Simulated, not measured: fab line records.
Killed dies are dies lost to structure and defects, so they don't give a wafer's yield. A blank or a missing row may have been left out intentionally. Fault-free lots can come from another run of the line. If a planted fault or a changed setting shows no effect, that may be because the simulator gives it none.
Matching of chambers | flow sky130 | SKY_VIA3_CMP_02 on cmp-01 has 4 sister chambers
The step polishes SiO2. 4 wafers are shown with their chamber, then 9 later ones without.

WAFERS PAIRED WITH THEIR CHAMBERS
wafer  | chamber | motorCurrentA (A)
L834.1 | 0       | 14.0
L841.2 | 2       | 12.2
L843.1 | 1       | 14.8
L843.5 | 3       | 12.8

WAFERS WITH NO CHAMBER GIVEN
wafer  | motorCurrentA (A)
L844.2 | 13.7
L844.3 | 14.6
L844.6 | 14.9
L845.4 | 12.1
L845.5 | 12.1
L845.6 | 12.6
L851.2 | 12.1
L851.5 | 12.4
L851.6 | 14.7

WHICH CHAMBER EACH ONE RAN IN
wafer  | from the rows above     | in truth
L844.2 | 0                       | 0
L844.3 | 1                       | 1
L844.6 | 1                       | 1
L845.4 | 2                       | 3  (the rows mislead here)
L845.5 | 2                       | 2
L845.6 | can't be placed: 3 or 2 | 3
L851.2 | 2                       | 2
L851.5 | can't be placed: 2 or 3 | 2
L851.6 | 1                       | 1
Correct placement for 6 of the 9. From these rows, 2 cannot be placed; in 2 the true chamber is one of the candidates. Placed wrongly: 1.
How it was worked out, from the rows above alone: a wafer's distance from a chamber is the root of the sum, over the readings, of the square of ((its reading less the chamber's mean) divided by the reading's scatter). The wafer belongs to the nearest chamber; if the next one is less than 2 further off, it can't be placed. For every chamber, the mean is computed from those of its wafers that are shown. The scatter: root of mean squared gap, hidden wafer to nearest shown wafer, with one shown wafer a chamber.
